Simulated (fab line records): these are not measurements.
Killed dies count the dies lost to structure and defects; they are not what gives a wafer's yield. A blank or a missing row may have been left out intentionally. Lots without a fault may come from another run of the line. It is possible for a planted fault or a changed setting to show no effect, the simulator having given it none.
Comparing a struck lot with a sound one | flow gf180mcu | 15 steps out of a route of 602
Sound: the wafers L374.1, L374.4, L374.5. Wafers struck: L377.4, L377.5, L377.6. The cause comes at the end.
At each step with rows: each side's tool, then ch and its chambers, then its first start. Under that, the readings that differ: sound wafers | struck wafers | difference of the means | sigmas: that difference in standard deviations of wafers without a fault.
alike: readings whose means differ by less than 2 such deviations, and words and numbers that are the same on both sides. not compared: withheld readings, readings that some wafer has no value for, bounds like >300 that may hide the same value, and numbers for which the record gives no deviation and whose values overlap.
The two part at a step that has a row with sigmas, a row that says differs or no value, or rows on one side only. Numbers that have no deviation but don't overlap get no sigmas and don't part them. A reading that every wafer of one side lacks parts them only if that side has two wafers or more.

first, 9 steps without rows for these wafers: GF_MIM_STRIP_21 (strips in post etch residue remover, time 1200 s); GF_MIM_CLEAN_22 (cleans in DIW); GF_M5_DEHYDRATE_00 (time 60 s); GF_M5_HMDS_01 (prime time 60 s); GF_M5_COAT_02 (resist thk 1000 nm); GF_M5_SOFTBAKE_03 (time 60 s); GF_M5_EXPOSE_04 (exposes mask Metal5, target cd 280 nm); GF_M5_PEB_05 (peb time 90 s); GF_M5_DEVELOP_06 (develop time 60 s).
GF_M5_CD_MEAS_07: target cd 280 nm.
  struck on cd_sem-02, day 27 12:58; sound on cd_sem-01, day 26 00:33
  alike: cd_nm
GF_M5_OVL_MEAS_08:
  struck on overlay-02, day 27 13:03; sound on overlay-02, day 26 00:40
  reading     | sound    | struck | difference | sigmas
  M5_OVL (nm) | -8 -6 -5 | 6 9 5  | +13        | +2
GF_M5_ETCH_09: etches Si3N4 in CF4/O2, target depth 52 nm, time 11.6 s.
  sound on rie_diel-04 ch 2,3, day 26 00:43; struck on rie_diel-04 ch 0,1,3, day 27 13:04
  alike: O2_flow_sccm, bias_w, drypump_motor_current_A, oes_product_au, throttle_valve_pct
  not compared: rf_hours_counter_h
GF_M5_METAL_ETCH_10: etches the open film in Cl2/BCl3, stops on SiO2, target depth 627.5 nm, time 104.6 s.
  sound on rie_metal-01 ch 0, day 26 00:44; struck on rie_metal-02 ch 0,1, day 27 13:08
  no value came back on the struck wafers for any of 5 readings (bcl3_flow_sccm (sccm), bias_w (W) and others); on the sound wafers bcl3_flow_sccm (sccm) reads 39.88 39.95 39.67
  reading                             | sound           | struck            | difference | sigmas
  model.KrF_of_M5_COAT_02.thk_nm (nm) | 690.6 691.7 691 | 948.3 948.4 951.6 | +258.3     |
  not compared: rf_hours_counter_h
GF_M5_STRIP_11: strips in O2/N2.
  sound on plasma_asher-01 ch 0, day 26 00:57; struck on plasma_asher-02 ch 0,1, day 27 13:14
  reading                      | sound             | struck            | difference | sigmas
  oes_product_au (a.u.)        | 0.536 0.545 0.540 | 0.640 0.646 0.647 | +0.104     | +22
  strip_time_to_endpoint_s (s) | 7.46 7.44 7.46    | 9.93 9.94 9.98    | +2.50      | +64
  alike: drypump_motor_current_A, heater_power_w
  not compared: rf_hours_counter_h
then, 1 step without rows for these wafers: GF_M5_STRIP_12 (strips in post etch residue remover, time 1200 s).

== WHERE THEY PART ==
Last at GF_M5_STRIP_11 as far as this record goes, first at GF_M5_OVL_MEAS_08.

WHY: whatever the simulator had introduced
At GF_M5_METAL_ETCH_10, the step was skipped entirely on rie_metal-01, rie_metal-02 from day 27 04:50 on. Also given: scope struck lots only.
